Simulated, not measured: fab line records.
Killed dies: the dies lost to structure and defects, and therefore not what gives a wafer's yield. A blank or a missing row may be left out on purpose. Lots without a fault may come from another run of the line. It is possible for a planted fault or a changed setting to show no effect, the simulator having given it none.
Problem report in the 8D (eight disciplines) form, filled by code | flow gf180mcu | the parts of the form that need people (team, actions taken, sign-off) are left out

## 1. PROBLEM STATEMENT
At GF_STI_WET_ETCH_26, run length s averages 94 s over 6 wafers from 2 lots, while fault-free wafers read 217 s, standard deviation 4. Relative to the usual mean, that is a shift of -31 standard deviations.
The step: etches SiO2 in dHF, target depth 94 nm, time 188 s.
First seen on wafer L741.1, day 4 13:17, on wet bench-04. At this step, 39 wafers from 13 lots have a number in the record. Rule for "out", or "out of limits": more than 4 standard deviations from the usual mean. All remaining wafers that have a number are taken as sound.

## 2. WHAT IT IS, WHAT IT ISN'T
question                    | is                     | is not
which readings at this step | run length s           | -
which lots                  | L741, L744             | L730, L731, L732, L733, L735, L739, L740, L747, L750, L751, L752
which wafers of those lots  | all that have a number | -
read on which tools         | wet bench-04           | wet bench-01, wet bench-03
when                        | from day 4 13:17       | up to then (21 sound wafers); but 12 sound wafers of L747, L750, L751, L752 came after

## 3. SUSPECTS, AND WHAT RULES EACH OUT
Counting: a tool at any process step up to the reading remains a suspect when it ran all the lots that are out and ran no sound lot after the first of those.
- wet bench-04 at GF_STI_WET_ETCH_26 (etches SiO2 in dHF, target depth 94 nm, time 188 s): kept. Every lot that is out went through it, starting with L741 (day 4 13:17), and after that it ran no sound lot; the last sound lot it ran before then is L735 (day 3 07:17). On those wafers its own readings are out: run length s.
Left after counting: wet bench-04 at GF_STI_WET_ETCH_26.

## 4. THE CAUSE (what the simulator had put in)
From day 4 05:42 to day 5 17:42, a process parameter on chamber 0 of wet bench-04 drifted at GF_STI_WET_ETCH_26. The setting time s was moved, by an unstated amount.
After counting, this tool was the only one left.

## 5. THE EFFECT CHAIN, in route order
Rows list readings where the struck wafers' mean (over those with a number) sits beyond 3 standard deviations from the usual. Only readings whose record carries a usual standard deviation are examined. hours: median over the lots of the time between each lot's start at the first step of this table that gives one and its start at this step. sigmas: the change, counted in usual standard deviations.
hours | step               | reading      | usual | on struck wafers | change | sigmas
0     | GF_STI_WET_ETCH_26 | run length s | 217 s | 94               | -124   | -31
The process steps in it:
- GF_STI_WET_ETCH_26: etches SiO2 in dHF, target depth 94 nm, time 188 s.

## 6. HOW IT WOULD HAVE BEEN CAUGHT EARLIER
In this record no reading fell out of limits until day 4 13:17, 8 hours after the fault had begun at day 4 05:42.
